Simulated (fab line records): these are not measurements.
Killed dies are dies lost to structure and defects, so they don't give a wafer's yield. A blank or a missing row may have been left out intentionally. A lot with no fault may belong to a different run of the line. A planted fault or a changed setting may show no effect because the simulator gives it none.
A single fault, viewed from 2 desks || flow sky130 || each desk holds nothing but its own numbers, with what lay behind them at the end

FOR THE TOOL OWNER'S DESK: implanter-02
The tool's own readings at SKY_LDD_N_IMPLANT_09: means of the sampled wafers that have a number, for each lot that ran on this tool. If a lot's mean is further than 4 standard deviations from the usual mean, the lot is out of limits and carries the mark OUT (the distance appears in the brackets).
Columns: A = dose-ions-cm2 at SKY_LDD_N_IMPLANT_09, usual 7.499e+13; B = faraday-current-uA at SKY_LDD_N_IMPLANT_09, usual 423
{"lot": "L951", "first seen here": "day 18 00:35", "A": 7.500e+13, "B": 415}
{"lot": "L955", "first seen here": "day 19 06:52", "A": 7.498e+13, "B": 424}
{"lot": "L957", "first seen here": "day 20 23:01", "A": 7.494e+13, "B": 423}
{"lot": "L958", "first seen here": "day 21 21:01", "A": 7.502e+13, "B": 426}
{"lot": "L960", "first seen here": "day 22 09:57", "A": "9.722e+13 (+99 or more) OUT", "B": "546 (+16) OUT"}
{"lot": "L962", "first seen here": "day 22 12:43", "A": "9.717e+13 (+99 or more) OUT", "B": "552 (+16) OUT"}
{"lot": "L971", "first seen here": "day 25 07:05", "A": 7.504e+13, "B": 424}
{"lot": "L973", "first seen here": "day 25 21:02", "A": 7.497e+13, "B": 418}
This desk's finding: out of limits on L960, L962; first on L960, day 22 09:57 (dose-ions-cm2 at SKY_LDD_N_IMPLANT_09). Within limits: L951, L955, L957, L958, L971, L973.

AT THE METROLOGY DESK
Lot by lot, what the gauges showed, no matter which tool ran the lot: averages of those sampled wafers that carry a number. If a lot's mean is further than 4 standard deviations from the usual mean, the lot is out of limits and carries the mark OUT (the distance appears in the brackets).
Columns: A = SONOS_ONO_OVL at SKY_SONOS_ONO_OVL_MEAS_14, usual 0.4 nm
{"lot": "L951", "first seen here": "day 12 20:38", "A": 2.2}
{"lot": "L952", "first seen here": "day 13 05:20", "A": 2.0}
{"lot": "L955", "first seen here": "day 14 00:07", "A": 0.6}
{"lot": "L957", "first seen here": "day 15 10:43", "A": 1.5}
{"lot": "L958", "first seen here": "day 16 12:14", "A": -1.3}
{"lot": "L961", "first seen here": "day 16 22:58", "A": 1.8}
{"lot": "L960", "first seen here": "day 16 23:08", "A": -0.7}
{"lot": "L962", "first seen here": "day 17 00:40", "A": 1.6}
{"lot": "L971", "first seen here": "day 19 20:55", "A": 1.5}
{"lot": "L970", "first seen here": "day 19 21:12", "A": 0.9}
{"lot": "L973", "first seen here": "day 20 09:26", "A": 1.0}
This desk's finding: nothing out of limits on any of the 11 lots.

TAKEN TOGETHER
On L960, L962, at day 22 09:57, an alarm was possible from the tool owner's desk.
The metrology desk saw nothing out of limits.
The metrology desk holds a record of L960, L962, inside its limits.
All the named lots went through SKY_LDD_N_IMPLANT_09 on implanter-02.

WHAT HAD BEEN PUT IN BY THE SIMULATOR
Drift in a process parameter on implanter-02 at SKY_LDD_N_IMPLANT_09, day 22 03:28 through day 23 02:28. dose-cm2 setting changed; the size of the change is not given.
Shown lots that were struck: L960, L962.
Delay in hours, fault start to first out-of-limits reading, by desk: the tool owner's desk at 6.
